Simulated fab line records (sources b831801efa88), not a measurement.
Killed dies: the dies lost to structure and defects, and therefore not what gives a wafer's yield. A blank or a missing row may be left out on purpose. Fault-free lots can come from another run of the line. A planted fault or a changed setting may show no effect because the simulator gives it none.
What tool caused it? ; flow gf180mcu ; 14 lots, 42 wafers sampled, at 4 steps of a route of 602

WHAT EACH GAUGE READ, for each wafer
GF_LVPWELL_OVL_MEAS_07.
lot;measured;on;LVPWELL_OVL (nm)
L244;day 3 21:49;overlay-01;-1.5 -1.1 -0.7
L245;day 4 04:11;overlay-01;1.3 1.5 -0.7
L246;day 4 09:22;overlay-02;0.5 -1.2 0.4
L247;day 4 12:34;overlay-02;1.3 1.3 2.7
L248;day 4 20:01;overlay-02;-0.2 -0.7 -0.1
L249;day 5 04:04;overlay-02;-1.4 0.9 -2.3
L250;day 5 05:32;overlay-01;0.7 0.4 -0.2
L251;day 5 11:22;overlay-01;-0.4 -1.0 -0.3
L252;day 5 20:58;overlay-01;-0.5 0.2 1.9
L258;day 7 03:07;overlay-01;-1.3 1.5 1.5
L259;day 7 10:10;overlay-02;-1.5 -0.1 -0.2
L260;day 7 14:58;overlay-02;1.1 -0.3 0.3
L262;day 8 00:55;overlay-02;1.1 0.2 -2.1
L265;day 8 19:16;overlay-01;0.2 0.1 0.2

GF_HV_LDD_CD_MEAS_46: target cd 400 nm.
lot;measured;on;cd-nm (nm)
L244;day 12 09:25;cd-sem-01;400.8 399.5 400.2
L245;day 12 18:27;cd-sem-02;398.4 396.6 395.4
L246;day 13 01:16;cd-sem-01;397.1 395.7 397.2
L247;day 13 04:55;cd-sem-01;399.3 398.5 398.9
L248;day 13 17:43;cd-sem-02;402.2 400.6 402.0
L249;day 14 03:40;cd-sem-02;397.6 396.3 399.2
L250;day 14 05:57;cd-sem-02;396.3 397.7 396.9
L251;day 14 13:58;cd-sem-02;403.1 404.5 402.6
L252;day 15 07:28;cd-sem-02;397.2 395.4 397.3
L258;day 17 01:31;cd-sem-02;399.6 399.8 399.5
L259;day 17 06:10;cd-sem-02;402.1 402.6 402.4
L260;day 17 15:39;cd-sem-02;400.3 398.2 397.8
L262;day 18 08:22;cd-sem-01;401.8 399.6 400.6
L265;day 19 09:59;cd-sem-02;400.7 399.7 398.5

GF_HV_LDD_RS_MEAS_53: a four-point-probe measurement.
lot;measured;on;HV_LDD_RS (ohm/sq)
L244;day 12 10:00;film-metro-04;416.9 415.9 416.4
L245;day 12 19:02;film-metro-02;418.1 417.7 417.1
L246;day 13 01:50;film-metro-01;418.7 419.0 419.1
L247;day 13 05:30;film-metro-02;417.8 417.3 417.0
L248;day 13 18:18;film-metro-04;417.9 417.8 419.9
L249;day 14 04:14;film-metro-04;418.8 417.0 418.5
L250;day 14 06:32;film-metro-04;417.8 417.7 417.2
L251;day 14 14:33;film-metro-01;418.9 419.5 419.4
L252;day 15 08:05;film-metro-02;418.4 418.4 419.1
L258;day 17 02:05;film-metro-01;415.4 417.0 415.5
L259;day 17 06:44;film-metro-04;413.4 414.0 414.4
L260;day 17 16:14;film-metro-04;418.7 417.6 418.4
L262;day 18 08:56;film-metro-04;417.5 417.7 417.6
L265;day 19 10:37;film-metro-01;416.7 418.0 419.5

TOOL THAT RAN EACH LOT (tool first, then ch and the chambers of the sampled wafers, then the start)
lot;GF_HV_LDD_RTA_52
L244;rtp-anneal-01 ch 0, day 12 09:56
L245;rtp-anneal-01 ch 0, day 12 18:57
L246;rtp-anneal-01 ch 0, day 13 01:47
L247;rtp-anneal-02 ch 0, day 13 05:26
L248;rtp-anneal-01 ch 0, day 13 18:14
L249;rtp-anneal-01 ch 0, day 14 04:11
L250;rtp-anneal-01 ch 0, day 14 06:27
L251;rtp-anneal-02 ch 0, day 14 14:29
L252;rtp-anneal-01 ch 0, day 15 08:02
L258;rtp-anneal-01 ch 0, day 17 02:01
L259;rtp-anneal-01 ch 0, day 17 06:40
L260;rtp-anneal-02 ch 0, day 17 16:10
L262;rtp-anneal-02 ch 0, day 18 08:53
L265;rtp-anneal-02 ch 0, day 19 10:33
- GF_HV_LDD_RTA_52: time 10 s.

AS READ BY THE TOOLS THEMSELVES (means over the sampled wafers that have a number; for cases with no such wafer, the mark the record gives instead)
GF_HV_LDD_RTA_52.
lot;tool;lamp-power-pct (%);wafer_temp_C_max
L244;rtp-anneal-01;36.6;1004.2
L245;rtp-anneal-01;36.7;1003.7
L246;rtp-anneal-01;36.7;1004.3
L247;rtp-anneal-02;30.9;1003.8
L248;rtp-anneal-01;36.7;1003.2
L249;rtp-anneal-01;36.6;1004.0
L250;rtp-anneal-01;36.6;1003.3
L251;rtp-anneal-02;30.9;1004.3
L252;rtp-anneal-01;36.6;1003.8
L258;rtp-anneal-01;29.7;922.5
L259;rtp-anneal-01;29.7;922.4
L260;rtp-anneal-02;30.9;1003.5
L262;rtp-anneal-02;30.9;1004.5
L265;rtp-anneal-02;30.9;1004.5

THE ANSWER, worked out from the rows above alone
Rule: the lots themselves supply what counts as usual. The widest of any qualifying gaps counts: lots, ordered by their means at a reading, are off when they make up no more than a third of the lots, leave a main group of 4 or more, and stand apart from it by 3 or more times the standard deviation of that group's means. A main group is skipped when, at the precision printed for the reading in the tables above, its means are all equal. A lot without any number at a reading at which 4 lots or more have one is off too. Where the step has rows for the other lots, those lots are counted as sound. Order of review: gauges by route order, followed by the tools' own readings, for which a lot's mean as printed above is used. At the first step where some lot is off, the reading lying furthest off is the one used; lots without a number count as furthest.
Off at GF_HV_LDD_RTA_52 (wafer_temp_C_max): L258, L259. The main group: mean 1003.9, standard deviation 0.43.
If a tool, at that step or one of the process steps before it, ran each lot that is off and ran no sound lot following the first of them, it fits. One fits: GF_HV_LDD_RTA_52 on rtp-anneal-01. Its last sound lot is L252 (day 15 08:02), its first lot that is off L258 (day 17 02:01): a fault that began between those two fits.
On the lots that are off, the tool's own readings at GF_HV_LDD_RTA_52 differ by more than 5 times the standard deviation of the sound lots' means, which bears it out; wafer_temp_C_max reads 922.5 there versus 1003.9 on the sound lots.

WHAT THE SIMULATOR HAD PUT IN
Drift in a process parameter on rtp-anneal-01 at GF_HV_LDD_RTA_52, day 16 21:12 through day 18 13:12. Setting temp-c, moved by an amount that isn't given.
Lots struck among those shown: L258, L259. The same result came from the rule above.
